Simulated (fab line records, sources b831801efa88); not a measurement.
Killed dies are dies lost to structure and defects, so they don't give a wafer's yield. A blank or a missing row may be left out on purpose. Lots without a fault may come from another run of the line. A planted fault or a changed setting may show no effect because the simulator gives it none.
A struck lot beside a sound one | flow sky130 | 20 steps out of a route of 708
Sound: wafers L620.1, L620.2, L620.4. Struck: wafers L624.1, L624.4, L624.6. The cause comes at the end.
At each step with rows: each side's tool, then ch and its chambers, then its first start. Under that, the readings that differ: sound wafers | struck wafers | difference of the means | sigmas: that difference in standard deviations of wafers without a fault.
alike: readings whose means differ by less than 2 such deviations, and words and numbers that are the same on both sides. not compared: withheld readings, readings that some wafer has no value for, bounds like >300 that may hide the same value, and numbers for which the record gives no deviation and whose values overlap.
The two part at a step that has a row with sigmas, a row that says differs or no value, or rows on one side only. Numbers that don't overlap but have no deviation are shown without sigmas and don't part them. A reading that every wafer of one side lacks parts them only if that side has two wafers or more.

SKY_FIELD_ISO_BOW_MEAS_00:
  sound on film_metro-04, day 3 22:00; struck on film_metro-04, day 4 18:00
  alike: INCOMING_BOW
then, 1 step without rows for these wafers: SKY_FIELD_ISO_OXIDATION_01 (stabilise 600 s, purge 300 s, target thk 12 nm).
SKY_FIELD_ISO_THK_MEAS_02:
  sound on film_metro-03, day 3 23:38; struck on film_metro-04, day 4 21:14
  reading                         | sound             | struck            | difference | sigmas
  FIELD_ISO_OXIDATION_00_THK (nm) | 12.43 12.31 12.51 | 11.96 11.68 11.77 | -0.61      | -3
then, 1 step without rows for these wafers: SKY_FIELD_ISO_CVD_03 (deposits Si3N4 from DCS/NH3, target thk 165 nm, time 2830 s).
SKY_FIELD_ISO_THK_MEAS_04:
  sound on film_metro-04, day 4 02:22; struck on film_metro-02, day 5 00:37
  alike: FIELD_ISO_CVD_03_THK
then, 5 steps without rows for these wafers: SKY_FIELD_ISO_DEHYDRATE_05 (time 60 s); SKY_FIELD_ISO_HMDS_06 (prime time 60 s); SKY_FIELD_ISO_COAT_07 (resist thk 60 nm); SKY_FIELD_ISO_COAT_08 (resist thk 450 nm); SKY_FIELD_ISO_SOFTBAKE_09 (time 90 s).
SKY_FIELD_ISO_EXPOSE_10: exposes mask FOM, target cd 150 nm.
  sound on krf_scanner-02 ch 0, day 4 10:56; struck on krf_scanner-01 ch 0, day 5 09:20
  reading              | sound                | struck               | difference | sigmas
  exposure_dose_mJ_cm2 | 28.024 27.983 27.963 | 26.987 27.029 27.025 | -0.976     | -33
  alike: mask
then, 2 steps without rows for these wafers: SKY_FIELD_ISO_PEB_11; SKY_FIELD_ISO_DEVELOP_12 (develop time 60 s).
SKY_FIELD_ISO_CD_MEAS_13: target cd 150 nm.
  sound on cd_sem-02, day 4 19:37; struck on cd_sem-01, day 5 18:46
  reading    | sound             | struck            | difference | sigmas
  cd_nm (nm) | 149.1 148.1 147.5 | 137.3 136.4 138.3 | -10.9      | -6
SKY_FIELD_ISO_ETCH_14: etches BARC in N2/H2, stops on SiO2, time 45.9 s, target depth 60 nm.
  sound on rie_diel-03 ch 0,3, day 4 19:44; struck on rie_diel-03 ch 0,1,2, day 5 18:53
  reading                    | sound             | struck          | difference | sigmas
  model.FIELD_ISO.cd_nm (nm) | 148.3 147.7 147.8 | 138.6 137 138.1 | -10.0      |
  alike: drypump_motor_current_A, n2_flow_sccm, oes_product_au, throttle_valve_pct
  not compared: rf_hours_counter_h
SKY_FIELD_ISO_ETCH_15: etches the open film in CHF3/O2, stops on Si, target depth 180 nm, time 72 s.
  sound on rie_diel-03 ch 0,3, day 4 19:47; struck on rie_diel-03 ch 0,1,2, day 5 18:56
  alike: drypump_motor_current_A, oes_product_au, throttle_valve_pct
  not compared: rf_hours_counter_h
SKY_FIELD_ISO_STRIP_16: strips in O2/N2.
  sound on plasma_asher-01 ch 0,1, day 4 19:51; struck on plasma_asher-01 ch 0,1, day 5 18:59
  alike: drypump_motor_current_A, n2_flow_sccm, oes_product_au, strip_time_to_endpoint_s
  not compared: rf_hours_counter_h
SKY_FIELD_ISO_ETCH_17: etches Si in HBr/Cl2/O2, target depth 342 nm, time 97.7 s.
  sound on rie_si-01 ch 1,2,3, day 4 19:57; struck on rie_si-02 ch 0,1, day 5 19:05
  reading                    | sound           | struck            | difference | sigmas
  model.FIELD_ISO.cd_nm (nm) | 147.5 146 145.8 | 138.9 137.3 135.9 | -9.1       |
  alike: drypump_motor_current_A, he_backside_leak_sccm, oes_product_au, throttle_valve_pct
  not compared: rf_hours_counter_h
then, 1 step without rows for these wafers: SKY_FIELD_ISO_WET_ETCH_18 (etches Si3N4 in H3PO4, target depth 25 nm, time 286 s).
-- the record jumps here: 44 days lie between the struck wafers' starts before and after (it left off in module FIELD_ISO and takes up again in module PAD_OPEN, whose first step shown is number 708 of the route) --
SKY_PAD_OPEN_PROBE_99:
  the record has rows for the struck wafers here (prober-01, day 49 09:53) and none for the sound ones

WHERE THEY PART
First at SKY_FIELD_ISO_THK_MEAS_02; last, within this record, at SKY_PAD_OPEN_PROBE_99.

WHY: what the simulator had put in
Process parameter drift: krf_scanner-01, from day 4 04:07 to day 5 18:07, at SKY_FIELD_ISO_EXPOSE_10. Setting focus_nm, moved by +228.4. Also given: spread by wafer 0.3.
